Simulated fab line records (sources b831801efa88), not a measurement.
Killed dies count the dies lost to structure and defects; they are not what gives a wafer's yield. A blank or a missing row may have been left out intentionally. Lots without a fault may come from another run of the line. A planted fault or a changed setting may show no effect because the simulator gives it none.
fab line records / flow gf180mcu
[record] lots = 6 wafers = 18 lastDay = 34
route steps=602 shown NSD@246 PSD@248
lots that met no fault: taken from a fault-free run of the same line
startH: start of the lot's first displayed wafer, in hours after the record's first day / waitH: how many hours have passed since the lot's step before this one / " same as the row above / L1.1+2: a single row standing in for several wafers / - no value, or no start was given / * or withheld: withheld / < > ~ a bound
route shown NAME@n: names a module that has steps shown in the file, with the first one's number in the route / usual: the fault-free wafers' mean and standard deviation / same: alike in all rows / chamber/n: place in a boat / sites: the reading at each site / _std_site: their standard deviation / _edge_site: the outer-site mean with the inner-site mean subtracted / radiusMm: for every site, how far away it sits from the centre of the wafer / mask NAME#n: copy n / behind: the most recent tool/chamber to have shaped the wafer / hold: reason for holding the lot/hours on hold/outcome of the hold / device: transistor that didn't switch, given as n, p or np / end of line: the tests these same wafers got at the end of their route / where a step has no rows: the recipe by itself / killed: dies lost to structure and defects at the first sort, not the wafer's yield / map: shows each die of a wafer: x if killed, . if not, _ if none is there
set.NAME: the run value of the setting; set.NAME@STEP: its run value at that earlier step / model.NAME: the simulator's own value behind a step, which no gauge read
lots seen at some steps along the route; tables by step, rows by wafer
services: a tool's chamber out of use, with start hour (startH, from the record's first day; less than 0 if before it), hours out, and reason
[[steps]]
[step GF_NSD_STRIP_11]
[recipe] chemistry = O2/N2 powerW = 1400 pressureMtorr = 1500 platenTempC = 250 o2FlowSccm = 3000 n2FlowSccm = 300 overashFraction = 0.5
[usual] chamberPressureMTorr = 1499.8/1.2 drypumpMotorCurrentA = 6.1/0.46 heaterPowerW = 333/15 oesProductAu = 0.487/0.0049 stripTimeToEndpointS = 22.948/0.028
lot.wafer=L791.2 tool=plasmaAsher-03 chamber=0 startH=313.38 waitH=0.1 chamberPressureMTorr=1500.9 drypumpMotorCurrentA=5.5 heaterPowerW=311 oesProductAu=0.487 rfHoursCounterH=56 stripTimeToEndpointS=22.927
lot.wafer=L791.3 tool=plasmaAsher-03 chamber=1 startH=313.38 waitH=0.1 chamberPressureMTorr=1499.6 drypumpMotorCurrentA=5.5 heaterPowerW=329 oesProductAu=0.482 rfHoursCounterH=- stripTimeToEndpointS=22.970
lot.wafer=L791.5 tool=plasmaAsher-03 chamber=1 startH=313.38 waitH=0.1 chamberPressureMTorr=1499.4 drypumpMotorCurrentA=5.5 heaterPowerW=314 oesProductAu=0.481 rfHoursCounterH=- stripTimeToEndpointS=22.973
lot.wafer=L797.1 tool=plasmaAsher-03 chamber=0 startH=361.18 waitH=0.1 chamberPressureMTorr=1499.8 drypumpMotorCurrentA=5.5 heaterPowerW=309 oesProductAu=0.491 rfHoursCounterH=61 stripTimeToEndpointS=22.934
lot.wafer=L797.2 tool=plasmaAsher-03 chamber=1 startH=361.18 waitH=0.1 chamberPressureMTorr=1501.0 drypumpMotorCurrentA=5.5 heaterPowerW=322 oesProductAu=0.484 rfHoursCounterH=61 stripTimeToEndpointS=22.950
lot.wafer=L797.6 tool=plasmaAsher-03 chamber=0 startH=361.18 waitH=0.1 chamberPressureMTorr=1499.4 drypumpMotorCurrentA=5.5 heaterPowerW=314 oesProductAu=0.490 rfHoursCounterH=- stripTimeToEndpointS=22.918
lot.wafer=L805.1 tool=plasmaAsher-01 chamber=0 startH=435.13 waitH=0.1 chamberPressureMTorr=1500.8 drypumpMotorCurrentA=6.6 heaterPowerW=335 oesProductAu=0.481 rfHoursCounterH=35 stripTimeToEndpointS=22.979
lot.wafer=L805.2 tool=plasmaAsher-01 chamber=1 startH=435.13 waitH=0.1 chamberPressureMTorr=1496.5 drypumpMotorCurrentA=6.2 heaterPowerW=342 oesProductAu=0.480 rfHoursCounterH=35 stripTimeToEndpointS=23.005
lot.wafer=L805.4 tool=plasmaAsher-01 chamber=0 startH=435.13 waitH=0.1 chamberPressureMTorr=1500.9 drypumpMotorCurrentA=6.6 heaterPowerW=330 oesProductAu=0.492 rfHoursCounterH=- stripTimeToEndpointS=23.016
lot.wafer=L806.1 tool=plasmaAsher-01 chamber=1 startH=438.10 waitH=0.1 chamberPressureMTorr=1500.3 drypumpMotorCurrentA=6.2 heaterPowerW=353 oesProductAu=0.488 rfHoursCounterH=35 stripTimeToEndpointS=22.960
lot.wafer=L806.3 tool=plasmaAsher-01 chamber=0 startH=438.10 waitH=0.1 chamberPressureMTorr=1496.3 drypumpMotorCurrentA=6.6 heaterPowerW=336 oesProductAu=0.495 rfHoursCounterH=- stripTimeToEndpointS=23.008
lot.wafer=L806.6 tool=plasmaAsher-01 chamber=0 startH=438.10 waitH=0.1 chamberPressureMTorr=1500.3 drypumpMotorCurrentA=6.6 heaterPowerW=333 oesProductAu=0.487 rfHoursCounterH=- stripTimeToEndpointS=22.966
lot.wafer=L809.4 tool=plasmaAsher-04 chamber=0 startH=463.41 waitH=0.1 chamberPressureMTorr=1500.7 drypumpMotorCurrentA=6.3 heaterPowerW=337 oesProductAu=0.488 rfHoursCounterH=- stripTimeToEndpointS=22.958
lot.wafer=L809.5 tool=plasmaAsher-04 chamber=1 startH=463.41 waitH=0.1 chamberPressureMTorr=1498.0 drypumpMotorCurrentA=6.6 heaterPowerW=354 oesProductAu=0.493 rfHoursCounterH=- stripTimeToEndpointS=22.923
lot.wafer=L809.6 tool=plasmaAsher-04 chamber=0 startH=463.41 waitH=0.1 chamberPressureMTorr=1499.4 drypumpMotorCurrentA=6.3 heaterPowerW=326 oesProductAu=0.494 rfHoursCounterH=- stripTimeToEndpointS=22.954
lot.wafer=L811.4 tool=plasmaAsher-01 chamber=1 startH=484.31 waitH=0.1 chamberPressureMTorr=1500.0 drypumpMotorCurrentA=6.2 heaterPowerW=347 oesProductAu=0.484 rfHoursCounterH=- stripTimeToEndpointS=22.953
lot.wafer=L811.5 tool=plasmaAsher-01 chamber=0 startH=484.31 waitH=0.1 chamberPressureMTorr=1500.7 drypumpMotorCurrentA=6.6 heaterPowerW=332 oesProductAu=0.489 rfHoursCounterH=- stripTimeToEndpointS=22.967
lot.wafer=L811.6 tool=plasmaAsher-01 chamber=1 startH=484.31 waitH=0.1 chamberPressureMTorr=1499.6 drypumpMotorCurrentA=6.2 heaterPowerW=333 oesProductAu=0.486 rfHoursCounterH=- stripTimeToEndpointS=22.937
[step GF_NSD_TW_MEAS_12]
[usual] NSD_TW = 4229/48
lot.wafer=L791.2 tool=filmMetro-02 chamber=- startH=313.49 waitH=0.1 NSD_TW=4280
lot.wafer=L791.3 tool=filmMetro-02 chamber=- startH=313.49 waitH=0.1 NSD_TW=4270
lot.wafer=L791.5 tool=filmMetro-02 chamber=- startH=313.49 waitH=0.1 NSD_TW=4266
lot.wafer=L797.1 tool=filmMetro-04 chamber=- startH=361.28 waitH=0.1 NSD_TW=4168
lot.wafer=L797.2 tool=filmMetro-04 chamber=- startH=361.28 waitH=0.1 NSD_TW=4192
lot.wafer=L797.6 tool=filmMetro-04 chamber=- startH=361.28 waitH=0.1 NSD_TW=4200
lot.wafer=L805.1 tool=filmMetro-04 chamber=- startH=435.23 waitH=0.1 NSD_TW=4152
lot.wafer=L805.2 tool=filmMetro-04 chamber=- startH=435.23 waitH=0.1 NSD_TW=4150
lot.wafer=L805.4 tool=filmMetro-04 chamber=- startH=435.23 waitH=0.1 NSD_TW=4160
lot.wafer=L806.1 tool=filmMetro-03 chamber=- startH=438.20 waitH=0.1 NSD_TW=4287
lot.wafer=L806.3 tool=filmMetro-03 chamber=- startH=438.20 waitH=0.1 NSD_TW=4278
lot.wafer=L806.6 tool=filmMetro-03 chamber=- startH=438.20 waitH=0.1 NSD_TW=4317
lot.wafer=L809.4 tool=filmMetro-02 chamber=- startH=463.51 waitH=0.1 NSD_TW=4257
lot.wafer=L809.5 tool=filmMetro-02 chamber=- startH=463.51 waitH=0.1 NSD_TW=4261
lot.wafer=L809.6 tool=filmMetro-02 chamber=- startH=463.51 waitH=0.1 NSD_TW=4277
lot.wafer=L811.4 tool=filmMetro-04 chamber=- startH=484.41 waitH=0.1 NSD_TW=4169
lot.wafer=L811.5 tool=filmMetro-04 chamber=- startH=484.41 waitH=0.1 NSD_TW=4189
lot.wafer=L811.6 tool=filmMetro-04 chamber=- startH=484.41 waitH=0.1 NSD_TW=4177
[step GF_PSD_DEHYDRATE_00]
[recipe] tempC = 200 timeS = 60
[step GF_PSD_HMDS_01]
[recipe] primeTimeS = 60 primeTempC = 120
[step GF_PSD_COAT_02]
[recipe] resist = NOVOLAK spinRpm = 3000 resistThkNm = 1000
[step GF_PSD_SOFTBAKE_03]
[recipe] tempC = 90 timeS = 60 resist = NOVOLAK
[step GF_PSD_EXPOSE_04]
[recipe] maskId = Pplus targetCdNm = 400 na = 0.6 sourceShape = conventional sigmaOuter = 0.6 doseMj = 140
[step GF_PSD_PEB_05]
[recipe] tempC = withheld timeS = * resist = NOVOLAK
[step GF_PSD_DEVELOP_06]
[recipe] developTimeS = 60 devTempC = 23
[step GF_PSD_CD_MEAS_07]
[recipe] targetCdNm = 400
[usual] cdNm = 400.9/2.2
lot.wafer=L791.2 tool=cdSem-02 chamber=- startH=334.19 waitH=0.1 cdNm=402.0
lot.wafer=L791.3 tool=cdSem-02 chamber=- startH=334.19 waitH=0.1 cdNm=403.7
lot.wafer=L791.5 tool=cdSem-02 chamber=- startH=334.19 waitH=0.1 cdNm=401.6
lot.wafer=L797.1 tool=cdSem-02 chamber=- startH=383.94 waitH=0.1 cdNm=400.4
lot.wafer=L797.2 tool=cdSem-02 chamber=- startH=383.94 waitH=0.1 cdNm=397.6
lot.wafer=L797.6 tool=cdSem-02 chamber=- startH=383.94 waitH=0.1 cdNm=398.4
lot.wafer=L805.1 tool=cdSem-02 chamber=- startH=459.59 waitH=0.1 cdNm=401.7
lot.wafer=L805.2 tool=cdSem-02 chamber=- startH=459.59 waitH=0.1 cdNm=402.5
lot.wafer=L805.4 tool=cdSem-02 chamber=- startH=459.59 waitH=0.1 cdNm=403.2
lot.wafer=L806.1 tool=cdSem-01 chamber=- startH=461.64 waitH=0.1 cdNm=403.5
lot.wafer=L806.3 tool=cdSem-01 chamber=- startH=461.64 waitH=0.1 cdNm=401.3
lot.wafer=L806.6 tool=cdSem-01 chamber=- startH=461.64 waitH=0.1 cdNm=400.7
lot.wafer=L809.4 tool=cdSem-01 chamber=- startH=487.40 waitH=0.1 cdNm=398.9
lot.wafer=L809.5 tool=cdSem-01 chamber=- startH=487.40 waitH=0.1 cdNm=398.8
lot.wafer=L809.6 tool=cdSem-01 chamber=- startH=487.40 waitH=0.1 cdNm=400.0
lot.wafer=L811.4 tool=cdSem-02 chamber=- startH=507.74 waitH=0.1 cdNm=401.7
lot.wafer=L811.5 tool=cdSem-02 chamber=- startH=507.74 waitH=0.1 cdNm=400.0
lot.wafer=L811.6 tool=cdSem-02 chamber=- startH=507.74 waitH=0.1 cdNm=401.1
[step GF_PSD_OVL_MEAS_08]
[usual] PSD_OVL = 0.0/1.5
lot.wafer=L791.2 tool=overlay-02 chamber=- startH=334.30 waitH=0.1 PSD_OVL[nm]=-0.9
lot.wafer=L791.3 tool=overlay-02 chamber=- startH=334.30 waitH=0.1 PSD_OVL[nm]=-0.6
lot.wafer=L791.5 tool=overlay-02 chamber=- startH=334.30 waitH=0.1 PSD_OVL[nm]=-2.0
lot.wafer=L797.1 tool=overlay-01 chamber=- startH=384.06 waitH=0.1 PSD_OVL[nm]=1.6
lot.wafer=L797.2 tool=overlay-01 chamber=- startH=384.06 waitH=0.1 PSD_OVL[nm]=0.1
lot.wafer=L797.6 tool=overlay-01 chamber=- startH=384.06 waitH=0.1 PSD_OVL[nm]=0.2
lot.wafer=L805.1 tool=overlay-02 chamber=- startH=459.71 waitH=0.1 PSD_OVL[nm]=-0.3
lot.wafer=L805.2 tool=overlay-02 chamber=- startH=459.71 waitH=0.1 PSD_OVL[nm]=-0.1
lot.wafer=L805.4 tool=overlay-02 chamber=- startH=459.71 waitH=0.1 PSD_OVL[nm]=-0.6
lot.wafer=L806.1 tool=overlay-02 chamber=- startH=461.76 waitH=0.1 PSD_OVL[nm]=0.2
lot.wafer=L806.3 tool=overlay-02 chamber=- startH=461.76 waitH=0.1 PSD_OVL[nm]=1.4
lot.wafer=L806.6 tool=overlay-02 chamber=- startH=461.76 waitH=0.1 PSD_OVL[nm]=0.1
lot.wafer=L809.4 tool=overlay-01 chamber=- startH=487.47 waitH=0.1 PSD_OVL[nm]=-2.7
lot.wafer=L809.5 tool=overlay-01 chamber=- startH=487.47 waitH=0.1 PSD_OVL[nm]=-0.7
lot.wafer=L809.6 tool=overlay-01 chamber=- startH=487.47 waitH=0.1 PSD_OVL[nm]=-1.7
lot.wafer=L811.4 tool=overlay-01 chamber=- startH=507.82 waitH=0.1 PSD_OVL[nm]=1.3
lot.wafer=L811.5 tool=overlay-01 chamber=- startH=507.82 waitH=0.1 PSD_OVL[nm]=1.7
lot.wafer=L811.6 tool=overlay-01 chamber=- startH=507.82 waitH=0.1 PSD_OVL[nm]=1.2
[step GF_PSD_IMPLANT_09]
[recipe] species = BF2 energyKev = 40 doseCm2 = 1.5e+15 tiltDeg = 7
[step GF_PSD_STRIP_10]
[recipe] chemistry = O2/N2 powerW = 1400 pressureMtorr = 1500 platenTempC = 250 o2FlowSccm = 3000 n2FlowSccm = 300 overashFraction = 0.5
[usual] chamberPressureMTorr = 1500.0/1.3 drypumpMotorCurrentA = 6.1/0.39 heaterPowerW = 367/31 oesProductAu = 0.592/0.0043 stripTimeToEndpointS = 16.515/0.028
lot.wafer=L791.2 tool=plasmaAsher-04 chamber=0 startH=334.48 waitH=0.1 chamberPressureMTorr=1500.0 drypumpMotorCurrentA=6.3 heaterPowerW=352 oesProductAu=0.597 rfHoursCounterH=63 stripTimeToEndpointS=16.481 model.NOVOLAK_of_PSD_COAT_02.thkNm=0
lot.wafer=L791.3 tool=plasmaAsher-04 chamber=0 startH=334.48 waitH=0.1 chamberPressureMTorr=1499.9 drypumpMotorCurrentA=6.3 heaterPowerW=349 oesProductAu=0.594 rfHoursCounterH=- stripTimeToEndpointS=16.514 model.NOVOLAK_of_PSD_COAT_02.thkNm=0
lot.wafer=L791.5 tool=plasmaAsher-04 chamber=0 startH=334.48 waitH=0.1 chamberPressureMTorr=1500.8 drypumpMotorCurrentA=6.3 heaterPowerW=349 oesProductAu=0.589 rfHoursCounterH=- stripTimeToEndpointS=16.494 model.NOVOLAK_of_PSD_COAT_02.thkNm=0
lot.wafer=L797.1 tool=plasmaAsher-04 chamber=1 startH=384.24 waitH=0.1 chamberPressureMTorr=1502.6 drypumpMotorCurrentA=6.6 heaterPowerW=344 oesProductAu=0.594 rfHoursCounterH=68 stripTimeToEndpointS=16.500 model.NOVOLAK_of_PSD_COAT_02.thkNm=0
lot.wafer=L797.2 tool=plasmaAsher-04 chamber=0 startH=384.24 waitH=0.1 chamberPressureMTorr=1498.2 drypumpMotorCurrentA=6.3 heaterPowerW=344 oesProductAu=0.594 rfHoursCounterH=68 stripTimeToEndpointS=16.538 model.NOVOLAK_of_PSD_COAT_02.thkNm=0
lot.wafer=L797.6 tool=plasmaAsher-04 chamber=0 startH=384.24 waitH=0.1 chamberPressureMTorr=1502.0 drypumpMotorCurrentA=6.3 heaterPowerW=345 oesProductAu=0.595 rfHoursCounterH=- stripTimeToEndpointS=16.496 model.NOVOLAK_of_PSD_COAT_02.thkNm=0
lot.wafer=L805.1 tool=plasmaAsher-04 chamber=0 startH=459.89 waitH=0.1 chamberPressureMTorr=- drypumpMotorCurrentA=- heaterPowerW=- oesProductAu=- rfHoursCounterH=- stripTimeToEndpointS=- model.NOVOLAK_of_PSD_COAT_02.thkNm=996.5
lot.wafer=L805.2 tool=plasmaAsher-04 chamber=1 startH=459.89 waitH=0.1 chamberPressureMTorr=- drypumpMotorCurrentA=- heaterPowerW=- oesProductAu=- rfHoursCounterH=- stripTimeToEndpointS=- model.NOVOLAK_of_PSD_COAT_02.thkNm=1002
lot.wafer=L805.4 tool=plasmaAsher-04 chamber=1 startH=459.89 waitH=0.1 chamberPressureMTorr=- drypumpMotorCurrentA=- heaterPowerW=- oesProductAu=- rfHoursCounterH=- stripTimeToEndpointS=- model.NOVOLAK_of_PSD_COAT_02.thkNm=999.6
lot.wafer=L806.1 tool=plasmaAsher-02 chamber=0 startH=461.94 waitH=0.1 chamberPressureMTorr=- drypumpMotorCurrentA=- heaterPowerW=- oesProductAu=- rfHoursCounterH=- stripTimeToEndpointS=- model.NOVOLAK_of_PSD_COAT_02.thkNm=998
lot.wafer=L806.3 tool=plasmaAsher-02 chamber=0 startH=461.94 waitH=0.1 chamberPressureMTorr=- drypumpMotorCurrentA=- heaterPowerW=- oesProductAu=- rfHoursCounterH=- stripTimeToEndpointS=- model.NOVOLAK_of_PSD_COAT_02.thkNm=1001
lot.wafer=L806.6 tool=plasmaAsher-02 chamber=0 startH=461.94 waitH=0.1 chamberPressureMTorr=- drypumpMotorCurrentA=- heaterPowerW=- oesProductAu=- rfHoursCounterH=- stripTimeToEndpointS=- model.NOVOLAK_of_PSD_COAT_02.thkNm=995.6
lot.wafer=L809.4 tool=plasmaAsher-02 chamber=0 startH=487.67 waitH=0.1 chamberPressureMTorr=1500.8 drypumpMotorCurrentA=5.6 heaterPowerW=391 oesProductAu=0.597 rfHoursCounterH=- stripTimeToEndpointS=16.517 model.NOVOLAK_of_PSD_COAT_02.thkNm=0
lot.wafer=L809.5 tool=plasmaAsher-02 chamber=1 startH=487.67 waitH=0.1 chamberPressureMTorr=1498.6 drypumpMotorCurrentA=5.8 heaterPowerW=408 oesProductAu=0.587 rfHoursCounterH=- stripTimeToEndpointS=16.497 model.NOVOLAK_of_PSD_COAT_02.thkNm=0
lot.wafer=L809.6 tool=plasmaAsher-02 chamber=0 startH=487.67 waitH=0.1 chamberPressureMTorr=1500.0 drypumpMotorCurrentA=5.6 heaterPowerW=403 oesProductAu=0.588 rfHoursCounterH=- stripTimeToEndpointS=16.480 model.NOVOLAK_of_PSD_COAT_02.thkNm=0
lot.wafer=L811.4 tool=plasmaAsher-02 chamber=0 startH=508.02 waitH=0.1 chamberPressureMTorr=1499.0 drypumpMotorCurrentA=5.6 heaterPowerW=391 oesProductAu=0.587 rfHoursCounterH=- stripTimeToEndpointS=16.486 model.NOVOLAK_of_PSD_COAT_02.thkNm=0
lot.wafer=L811.5 tool=plasmaAsher-02 chamber=1 startH=508.02 waitH=0.1 chamberPressureMTorr=1497.4 drypumpMotorCurrentA=5.8 heaterPowerW=411 oesProductAu=0.590 rfHoursCounterH=- stripTimeToEndpointS=16.488 model.NOVOLAK_of_PSD_COAT_02.thkNm=0
lot.wafer=L811.6 tool=plasmaAsher-02 chamber=0 startH=508.02 waitH=0.1 chamberPressureMTorr=1501.0 drypumpMotorCurrentA=5.6 heaterPowerW=391 oesProductAu=0.592 rfHoursCounterH=- stripTimeToEndpointS=16.437 model.NOVOLAK_of_PSD_COAT_02.thkNm=0
[step GF_PSD_TW_MEAS_11]
[usual] PSD_TW = 3168/29
lot.wafer=L791.2 tool=filmMetro-02 chamber=- startH=334.59 waitH=0.1 PSD_TW=3187
lot.wafer=L791.3 tool=filmMetro-02 chamber=- startH=334.59 waitH=0.1 PSD_TW=3179
lot.wafer=L791.5 tool=filmMetro-02 chamber=- startH=334.59 waitH=0.1 PSD_TW=3180
lot.wafer=L797.1 tool=filmMetro-04 chamber=- startH=384.34 waitH=0.1 PSD_TW=3129
lot.wafer=L797.2 tool=filmMetro-04 chamber=- startH=384.34 waitH=0.1 PSD_TW=3137
lot.wafer=L797.6 tool=filmMetro-04 chamber=- startH=384.34 waitH=0.1 PSD_TW=3136
lot.wafer=L805.1 tool=filmMetro-02 chamber=- startH=459.99 waitH=0.1 PSD_TW=3198
lot.wafer=L805.2 tool=filmMetro-02 chamber=- startH=459.99 waitH=0.1 PSD_TW=3180
lot.wafer=L805.4 tool=filmMetro-02 chamber=- startH=459.99 waitH=0.1 PSD_TW=3186
lot.wafer=L806.1 tool=filmMetro-02 chamber=- startH=462.04 waitH=0.1 PSD_TW=3185
lot.wafer=L806.3 tool=filmMetro-02 chamber=- startH=462.04 waitH=0.1 PSD_TW=3183
lot.wafer=L806.6 tool=filmMetro-02 chamber=- startH=462.04 waitH=0.1 PSD_TW=3178
lot.wafer=L809.4 tool=filmMetro-03 chamber=- startH=487.77 waitH=0.1 PSD_TW=3188
lot.wafer=L809.5 tool=filmMetro-03 chamber=- startH=487.77 waitH=0.1 PSD_TW=3180
lot.wafer=L809.6 tool=filmMetro-03 chamber=- startH=487.77 waitH=0.1 PSD_TW=3176
lot.wafer=L811.4 tool=filmMetro-02 chamber=- startH=508.12 waitH=0.1 PSD_TW=3190
lot.wafer=L811.5 tool=filmMetro-02 chamber=- startH=508.12 waitH=0.1 PSD_TW=3211
lot.wafer=L811.6 tool=filmMetro-02 chamber=- startH=508.12 waitH=0.1 PSD_TW=3174
[[services]]
tool=plasmaAsher-02 chamber=- startH=293.05 hours=14.6 kind=pm
tool=plasmaAsher-01 chamber=- startH=326.38 hours=4.5 kind=repair
tool=plasmaAsher-04 chamber=- startH=421.25 hours=9.0 kind=pm
tool=plasmaAsher-04 chamber=0 startH=421.25 hours=9.0 kind=ventCycle
tool=plasmaAsher-04 chamber=1 startH=421.25 hours=9.0 kind=ventCycle
tool=plasmaAsher-04 chamber=0 startH=430.25 hours=- kind=clean
tool=plasmaAsher-04 chamber=1 startH=430.25 hours=- kind=clean
[[key]]
[firstSign] step = GF_PSD_STRIP_10 reading = toolRecord direction = missing
effect none on later readings
[modelEffect] step = GF_PSD_STRIP_10 value = NOVOLAK_of_PSD_COAT_02.thkNm without = 0 struck = 998.7
metAt GF_PSD_STRIP_10
struckWafers L805.1,L805.2,L805.4,L806.1,L806.3,L806.6
laterRowsLeftOut L805.1,L805.2,L805.4,L806.1,L806.3,L806.6
sortLeftOut L805.1,L805.2,L805.4,L806.1,L806.3,L806.6
testerLeftOut L805,L806
onsetBetween 384.24 459.89
[fault] kind = skippedStepWhole tool = plasmaAsher-02,plasmaAsher-04 chamber = - onsetH = 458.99 steps = GF_PSD_STRIP_10 scope = struckLotsOnly
// testerLeftOut: of these lots the tester's yield and bins aren't shown, on N5 and GAA mostly nor the transistor test; their killed dies are dies lost to structure and defects alone, not to doping, threshold or leakage, so they don't give the yield
// sortLeftOut: the simulated sort isn't trusted on such a fault, so these wafers' sort isn't shown, and their yield isn't known
// laterRowsLeftOut: the simulator's readings of these wafers behind a module that went badly wrong aren't trusted and aren't shown, but for the sort
